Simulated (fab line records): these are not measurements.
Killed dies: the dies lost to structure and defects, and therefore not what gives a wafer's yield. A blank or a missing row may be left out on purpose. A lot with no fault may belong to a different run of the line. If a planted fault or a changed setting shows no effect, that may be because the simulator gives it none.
What tool caused it? ; flow sky130 ; 12 lots, 36 wafers sampled, at 3 steps of a route of 708

== WHAT EACH GAUGE READ, for each wafer ==
SKY_SONOS_TUNNEL_OVL_MEAS_08.
lot;measured;on;SONOS_TUNNEL_OVL (nm)
L313;day 11 18:26;overlay-02;1.4 1.0 1.1
L314;day 12 02:17;overlay-02;1.7 1.6 2.2
L316;day 12 15:17;overlay-01;-0.9 -0.8 -2.2
L317;day 13 00:20;overlay-02;-0.4 -0.3 -0.6
L318;day 13 12:42;overlay-02;1.1 1.2 1.0
L327;day 16 04:46;overlay-02;-1.4 0.2 0.2
L329;day 17 04:35;overlay-02;0.6 -0.6 -1.1
L330;day 17 14:22;overlay-02;2.5 1.9 4.1
L331;day 17 17:44;overlay-02;-1.5 -2.7 -1.7
L333;day 18 13:41;overlay-02;-0.5 -1.7 -0.3
L334;day 18 21:55;overlay-01;1.9 0.8 1.6
L335;day 19 03:56;overlay-02;-0.6 -0.1 -1.0

SKY_POLY_GATE_OVL_MEAS_14.
lot;measured;on;POLY_GATE_OVL (nm)
L313;day 16 16:17;overlay-01;0 -5 -1
L314;day 17 06:29;overlay-01;-5 -1 -6
L316;day 17 18:05;overlay-02;1 -2 -3
L317;day 18 10:22;overlay-02;-3 2 -1
L318;day 18 20:23;overlay-01;-7 -3 -8
L327;day 22 04:50;overlay-01;-4 -15 -9
L329;day 22 20:11;overlay-01;-12 -11 -10
L330;day 23 06:40;overlay-02;-2 -2 2
L331;day 23 10:24;overlay-01;-1 -7 -8
L333;day 24 06:32;overlay-02;-4 -7 -4
L334;day 24 17:50;overlay-02;-10 -12 -6
L335;day 24 22:28;overlay-02;-10 3 3

== WHAT TOOL EACH LOT RAN ON (gives the tool, then ch and the chambers of the sampled wafers, and finally the start) ==
lot;SKY_VT_ADJUST_LVTN_STRIP_09
L313;plasma_asher-01 ch 0,1, day 7 05:35
L314;plasma_asher-02 ch 0,1, day 7 12:00
L316;plasma_asher-01 ch 0,1, day 7 23:30
L317;plasma_asher-01 ch 0,1, day 8 05:38
L318;plasma_asher-03 ch 0,1, day 8 15:53
L327;plasma_asher-02 ch 0,1, day 10 21:06
L329;plasma_asher-03 ch 0,1, day 11 16:00
L330;plasma_asher-01 ch 0,1, day 11 23:02
L331;plasma_asher-02 ch 0,1, day 12 02:56
L333;plasma_asher-01 ch 1, day 12 18:45
L334;plasma_asher-02 ch 1, day 13 01:03
L335;plasma_asher-03 ch 0,1, day 13 07:05
- SKY_VT_ADJUST_LVTN_STRIP_09: strips in O2/N2.

== AS READ BY THE TOOLS THEMSELVES (means over the sampled wafers that have a number; for cases with no such wafer, the mark the record gives instead) ==
SKY_VT_ADJUST_LVTN_STRIP_09.
lot;tool;drypump_motor_current_A (A);oes_product_au (a.u.);strip_time_to_endpoint_s (s)
L313;plasma_asher-01;6.0;0.721;36.91
L314;plasma_asher-02;5.2;0.723;36.95
L316;plasma_asher-01;5.7;0.724;36.88
L317;plasma_asher-01;5.7;0.720;36.87
L318;plasma_asher-03;5.7;0.725;36.87
L327;plasma_asher-02;5.5;0.723;36.90
L329;plasma_asher-03;5.8;0.722;37.03
L330;plasma_asher-01;5.7;0.720;37.05
L331;plasma_asher-02;5.2;0.728;37.03
L333;plasma_asher-01;5.4;0.720;36.87
L334;plasma_asher-02;4.9;0.721;36.81
L335;plasma_asher-03;5.8;0.719;37.11

== THE ANSWER, worked out from the rows above alone ==
Rule: usual is defined by the lots themselves. The widest of any qualifying gaps counts: lots, ordered by their means at a reading, are off when they make up no more than a third of the lots, leave a main group of 4 or more, and stand apart from it by 3 or more times the standard deviation of that group's means. A main group whose means are all the same, to the digits that the tables above print for the reading, isn't used. Also off: a lot with no number at a reading for which 4 or more lots have one. Any other lot the step has rows for is counted as sound. After the gauges, taken in route order, come the tools' own readings; for these a lot's mean is taken, as printed above. The first step at which some lot is off is used, and at that step the reading that is off furthest; a lot without a number counts as furthest.
Across all readings shown, no lot is off: no conclusion can be drawn from this.

== WHAT WAS PUT IN BY THE SIMULATOR ==
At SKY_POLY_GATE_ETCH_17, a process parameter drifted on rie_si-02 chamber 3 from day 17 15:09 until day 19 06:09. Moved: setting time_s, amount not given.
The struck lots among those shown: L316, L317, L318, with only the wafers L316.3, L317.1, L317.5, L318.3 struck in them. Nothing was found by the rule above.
